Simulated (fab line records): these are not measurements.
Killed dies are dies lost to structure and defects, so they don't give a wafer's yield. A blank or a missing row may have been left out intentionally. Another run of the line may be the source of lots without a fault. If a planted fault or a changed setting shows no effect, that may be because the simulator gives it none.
fab line records | flow sfq-line
[record] lots = 14 wafers = 42 last-day = 82
route steps=325 shown I1@74
lots with no fault: from the same line, run without faults
start-h: hours from the record's opening day to when the first of the lot's shown wafers began | wait-h: hours elapsed since this lot's preceding step | " as in the row above | L1.1+2: a single row standing in for several wafers | - either no value or no given start | * or withheld: withheld | < > ~ a bound
route shown NAME@n: names a module that has steps shown in the file, with the first one's number in the route | usual: mean/standard deviation taken from wafers without a fault | same: alike in all rows | chamber/n: place in a boat | sites: each site's reading | _std_site: the values' standard deviation | _edge_site: outer sites' mean less inner sites' | radius-mm: for every site, how far away it sits from the centre of the wafer | mask NAME#n: copy n | behind: tool/chamber where the wafer was last shaped | hold: the reason the lot was held/the length of the hold in hours/how it ended | device: which transistor (n, p or np) failed to switch | end of line: the same wafers' tests at the end of the route | step lacking rows: just its recipe | killed: the dies lost at the first sort to structure and to defects; this is not the yield of the wafer | map: the dies of a wafer, with x for killed, . for not killed, _ for no die there
set.NAME: the setting as run; set.NAME@STEP: as run at that earlier step | model.NAME: the simulator's own value behind a step, which no gauge read
a sample of lots followed through the steps of the route, with each step as a table and each wafer as a row
services: a tool's chamber out of use, with start hour (start-h, from the record's first day; less than 0 if before it), hours out, and reason
[[steps]]
[step SFQ_TRILAYER_I1_CMP_CMP_046]
[recipe] material = SiO2 down-force-psi = 3 platen-rpm = 60 pad-velocity-m-s = 0.94248
[usual] edge-zone-pressure-frac = 1.001/0.005 head-pressure-psi = 2.999/0.0063 motor-current-A = 10.7/1 time-to-endpoint-s = 215/6.1
// columns lot.wafer tool chamber start-h wait-h edge-zone-pressure-frac head-pressure-psi motor-current-A time-to-endpoint-s
L989.1 cmp-02 3 361.32 12.7 1.001 3.003 9.5 206
L989.3 " 0 " " 1.000 3.001 10.2 211
L989.2 " 1 " " 1.005 3.000 11.8 212
L990.4 cmp-02 1 369.82 12.7 1.005 2.999 11.3 214
L990.2 " 0 371.32 14.2 1.000 3.012 10.3 210
L990.6 " 1 " " 0.990 2.999 11.0 220
L993.4 cmp-01 3 386.35 7.8 1.001 3.002 11.6 210
L993.5 " 0 " " 0.999 2.999 11.8 210
L993.6 " 1 " " 1.002 2.999 12.4 211
L994.4 cmp-01 3 388.35 5.0 1.003 3.005 11.6 219
L994.3 " 1 389.35 6.0 1.002 2.997 12.2 210
L994.6 " 3 390.35 7.0 1.006 3.001 11.4 218
L997.4 cmp-01 3 430.09 2.1 1.003 3.001 11.5 283
L997.6 " 0 " " 1.001 3.002 11.8 291
L997.5 " 1 " " 1.003 2.986 11.9 283
L998.1 cmp-01 0 435.38 2.6 1.005 2.999 11.4 276
L998.3 " 2 436.38 3.6 0.997 3.002 9.9 275
L998.6 " 1 437.88 5.0 1.004 2.996 11.4 283
L102.4 cmp-01 2 518.77 4.3 0.993 2.994 9.5 220
L102.2 " 0 519.77 5.3 1.011 3.006 11.2 219
L102.5 " 3 521.27 6.8 1.003 3.006 11.3 224
L103.2 cmp-01 2 526.27 3.5 1.000 3.004 9.6 209
L103.5 " 3 " " 0.994 2.995 11.8 217
L103.6 " 0 " " 0.992 2.992 11.9 226
L104.1 cmp-02 1 529.69 3.3 0.994 3.000 11.1 218
L104.5 " 3 530.69 4.3 1.002 2.995 9.2 221
L104.6 " 0 " " 1.001 3.006 9.4 233
L105.3 cmp-01 2 570.59 1.8 1.004 3.005 9.4 211
L105.6 " 3 " " 0.998 3.003 11.6 222
L105.5 " 0 " " 1.000 2.986 12.0 222
L106.3 cmp-01 3 576.24 0.0 0.998 3.003 11.2 211
L106.1 " 1 577.24 1.0 0.995 3.001 11.7 211
L106.2 " 2 " " 1.003 3.006 9.9 216
L107.1 cmp-02 3 592.66 6.9 1.002 2.999 10.0 205
L107.6 " 2 594.16 8.3 0.999 2.999 9.2 210
L107.5 " 3 " " 1.000 2.999 9.2 215
L110.2 cmp-02 0 607.96 0.6 1.006 2.999 9.2 212
L110.4 " 2 608.96 1.5 0.996 3.010 9.4 220
L110.6 " 1 610.46 3.0 0.999 3.008 11.2 219
L111.2 cmp-02 3 613.44 0.0 1.004 2.996 9.9 216
L111.4 " 0 " " 0.996 2.998 9.6 218
L111.3 " 2 614.94 1.5 1.005 3.007 9.4 215
[step SFQ_TRILAYER_I1_METRO_MEASURE_047]
[usual] thk-nm = 199.9/0.71
// columns lot.wafer tool chamber start-h wait-h thk-nm
L989.1 film-metro-04 - 363.94 0.1 200.7
L989.2 " - " " 200.2
L989.3 " - " " 199.9
L990.2 film-metro-04 - 373.14 0.3 199.3
L990.4 " - " " 198.9
L990.6 " - " " 199.4
L993.4 film-metro-04 - 388.57 0.6 199.8
L993.5 " - " " 199.4
L993.6 " - " " 198.5
L994.3 film-metro-03 - 391.39 0.5 200.1
L994.4 " - " " 199.0
L994.6 " - " " 199.8
L997.4 film-metro-01 - 432.31 0.6 306.1
L997.5 " - " " 306.1
L997.6 " - " " 310.1
L998.1 film-metro-01 - 438.50 0.1 304.9
L998.3 " - " " 303.0
L998.6 " - " " 306.1
L102.2 film-metro-03 - 522.09 0.3 200.3
L102.4 " - " " 200.4
L102.5 " - " " 200.6
L103.2 film-metro-04 - 528.09 0.3 199.3
L103.5 " - " " 200.0
L103.6 " - " " 200.5
L104.1 film-metro-03 - 531.81 0.1 200.6
L104.5 " - " " 200.1
L104.6 " - " " 200.1
L105.3 film-metro-03 - 572.72 0.5 200.8
L105.5 " - " " 201.0
L105.6 " - " " 200.6
L106.1 film-metro-03 - 579.36 0.1 200.6
L106.2 " - " " 200.8
L106.3 " - " " 201.3
L107.1 film-metro-03 - 595.28 0.1 199.7
L107.5 " - " " 198.9
L107.6 " - " " 199.0
L110.2 film-metro-03 - 611.28 0.3 200.7
L110.4 " - " " 200.6
L110.6 " - " " 200.7
L111.2 film-metro-01 - 616.76 0.3 199.3
L111.3 " - " " 198.7
L111.4 " - " " 198.2
[step SFQ_TRILAYER_I1_VIA_ETCH_VIA_ETCH_052]
[recipe] target = SiO2 stop-on = Nb mask-material = PR taper-deg = 20 chemistry = CHF3 target-depth-nm = 260 source-w = 500 bias-w = 80 pressure-mtorr = 30 time-s = withheld
[usual] bias-w = 79.98/0.27 chamber-pressure-mTorr = 30.001/0.028 drypump-motor-current-A = 5.8/0.62 oes-product-au = 0.854/0.0046 rf-fwd-power-W = 498.1/1.6
// columns lot.wafer tool chamber start-h wait-h bias-w chamber-pressure-mTorr drypump-motor-current-A oes-product-au rf-fwd-power-W
L989.1 rie-diel-03 0 519.44 0.0 79.92 30.066 5.1 0.855 499.0
L989.2 " 2 " " 80.13 29.947 6.5 0.854 498.0
L989.3 " 1 " " 79.86 29.979 6.5 0.853 496.3
L990.2 rie-diel-03 2 533.24 0.0 80.03 29.967 6.5 0.844 500.1
L990.4 " 3 " " 79.46 30.033 5.2 0.842 496.6
L990.6 " 0 " " 79.25 29.995 5.1 0.857 498.5
L993.4 rie-diel-04 2 550.10 0.1 80.17 29.959 5.6 0.850 496.8
L993.5 " 3 " " 80.03 29.951 6.2 0.854 498.5
L993.6 " 1 " " 79.91 29.995 6.3 0.846 496.1
L994.3 rie-diel-01 3 552.44 0.0 80.14 29.974 6.4 0.854 499.7
L994.4 " 0 " " 80.21 29.969 5.7 0.853 499.6
L994.6 " 3 " " 80.20 30.020 6.5 0.854 496.7
L997.4 rie-diel-04 3 594.44 0.0 80.56 29.997 6.2 1.003 499.1
L997.5 " 1 " " 80.22 30.004 6.2 1.010 498.0
L997.6 " 2 " " 79.55 29.936 5.6 1.010 497.7
L998.1 rie-diel-03 3 600.44 0.0 80.04 30.040 5.2 0.997 496.7
L998.3 " 1 " " 79.74 30.033 6.5 1.001 498.9
L998.6 " 0 " " 80.18 30.013 5.1 0.994 499.1
L102.2 rie-diel-01 3 675.01 0.0 79.82 30.014 6.5 0.854 495.6
L102.4 " 0 " " 80.09 30.002 5.7 0.859 499.7
L102.5 " 3 " " 79.57 30.033 6.5 0.860 500.4
L103.2 rie-diel-03 0 681.13 0.0 79.34 29.999 5.1 0.854 497.6
L103.5 " 3 " " 80.01 29.934 5.2 0.850 497.2
L103.6 " 2 " " 80.46 29.985 6.5 0.860 495.7
L104.1 rie-diel-04 1 687.13 0.0 79.54 30.011 6.3 0.858 497.9
L104.5 " 0 " " 79.89 29.976 5.6 0.856 498.8
L104.6 " 1 " " 79.32 29.995 6.2 0.856 497.8
L105.3 rie-diel-01 3 729.68 0.0 80.11 30.010 6.5 0.854 498.5
L105.5 " 2 " " 79.72 30.007 5.7 0.861 498.1
L105.6 " 3 " " 79.49 30.029 6.4 0.854 501.2
L106.1 rie-diel-03 0 735.68 0.0 79.79 30.004 5.1 0.852 497.1
L106.2 " 3 " " 79.99 29.981 5.2 0.856 494.7
L106.3 " 2 " " 79.91 29.994 6.5 0.863 497.7
L107.1 rie-diel-01 1 748.88 0.0 79.87 29.971 4.7 0.848 498.2
L107.5 " 1 " " 80.01 30.028 4.7 0.846 496.6
L107.6 " 2 " " 80.49 30.015 5.6 0.851 500.0
L110.2 rie-diel-01 0 760.88 0.0 79.87 30.026 5.7 0.851 500.2
L110.4 " 2 " " 79.87 30.060 5.6 0.850 500.5
L110.6 " 0 " " 79.80 29.982 5.7 0.857 501.1
L111.2 rie-diel-03 1 764.48 0.0 80.38 29.994 6.5 0.854 500.8
L111.3 " 3 " " 79.95 30.037 5.3 0.850 497.6
L111.4 " 0 " " 80.07 30.030 5.1 0.847 497.5
[[services]]
// columns tool chamber start-h hours kind
rie-diel-03 0 347.79 6.6 repair
film-metro-03 - 355.50 0.3 pm
film-metro-03 - 380.34 0.8 pm
rie-diel-03 3 390.62 14.0 repair
cmp-02 - 391.00 0.4 repair
cmp-02 - 399.47 0.8 repair
cmp-01 - 408.79 4.0 pm
cmp-02 - 433.16 1.9 repair
rie-diel-03 3 435.09 6.3 repair
cmp-01 - 449.56 0.3 repair
cmp-01 - 461.20 2.3 repair
film-metro-03 - 485.22 0.5 pm
cmp-01 - 499.22 0.5 repair
film-metro-03 - 559.96 1.3 pm
cmp-01 - 567.19 0.6 repair
cmp-01 - 575.63 0.4 repair
film-metro-03 - 600.50 0.6 pm
cmp-01 - 611.76 2.2 pm
film-metro-03 - 625.34 0.3 pm
cmp-01 - 640.86 1.8 repair
cmp-01 - 664.61 3.9 pm
cmp-01 - 677.66 0.3 repair
cmp-01 - 745.68 12.0 pm
cmp-01 - 757.72 4.0 pm
[[key]]
[first-sign] step = SFQ_TRILAYER_I1_CMP_CMP_046 reading = time-to-endpoint-s direction = up sigmas = 11 usual = * struck = *
[effect] step = SFQ_TRILAYER_I1_METRO_MEASURE_047 reading = thk-nm direction = up sigmas = 99+ usual = 199.9 struck = 306.1
[effect] step = SFQ_TRILAYER_I1_VIA_ETCH_VIA_ETCH_052 reading = oes-product-au direction = up sigmas = 33 usual = 0.854 struck = 1.003
met-at SFQ_TRILAYER_I1_CMP_CMP_046
struck-lots L997,L998
onset-between 388.35 430.09
[fault] kind = process-parameter-drift tool = cmp-01 chamber = - onset-h = 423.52 steps = SFQ_TRILAYER_I1_CMP_CMP_046 channel = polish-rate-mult offset = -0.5 shape = step end-h = 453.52
